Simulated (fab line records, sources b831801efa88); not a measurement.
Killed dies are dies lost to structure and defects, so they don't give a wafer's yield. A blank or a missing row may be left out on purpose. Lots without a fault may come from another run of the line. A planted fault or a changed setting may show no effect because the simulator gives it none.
Which tool did it? | flow sky130 | 6 lots, 18 wafers sampled, at 2 steps of a route of 708

WHAT THE GAUGES READ, wafer by wafer
SKY_CAPM_THK_MEAS_01.
lot  | measured     | on            | CAPM_CVD_00_THK (nm)
L446 | day 36 18:42 | film_metro-01 | 15.38 15.21 15.54
L448 | day 37 13:20 | film_metro-04 | 15.33 15.47 15.64
L452 | day 39 07:03 | film_metro-04 | 15.17 15.37 15.78
L461 | day 41 16:43 | film_metro-01 | 15.32 15.82 15.88
L463 | day 42 07:29 | film_metro-04 | 15.00 15.38 15.24
L466 | day 42 23:00 | film_metro-02 | 15.46 15.16 15.70

WHICH TOOL RAN EACH LOT (tool, then ch and the chambers of the sampled wafers, then the start)
lot  | SKY_CAPM_CVD_00
L446 | pecvd-02 ch 0,1, day 36 18:41
L448 | pecvd-03 ch 1,2, day 37 13:18
L452 | pecvd-03 ch 1,2, day 39 07:02
L461 | pecvd-03 ch 0,1, day 41 16:42
L463 | pecvd-02 ch 0,2, day 42 07:26
L466 | pecvd-02 ch 0,2, day 42 22:59
- SKY_CAPM_CVD_00: deposits SiO2, target thk 15.5 nm.

THE ANSWER, worked out from the rows above alone
Rule: what is usual is taken from the lots themselves. Put in order of their means at a reading, lots are off if they are a third of the lots or fewer, leave a main group of 4 or more, and stand apart from it by a gap of 3 or more times the standard deviation of the main group's means; of several such gaps the widest counts. A main group whose means are all the same, to the digits that the tables above print for the reading, isn't used. A lot without any number at a reading at which 4 lots or more have one is off too. The other lots that the step has rows for count as sound.
No lot is off at any reading shown: from this, nothing can be told.

WHAT THE SIMULATOR HAD PUT IN
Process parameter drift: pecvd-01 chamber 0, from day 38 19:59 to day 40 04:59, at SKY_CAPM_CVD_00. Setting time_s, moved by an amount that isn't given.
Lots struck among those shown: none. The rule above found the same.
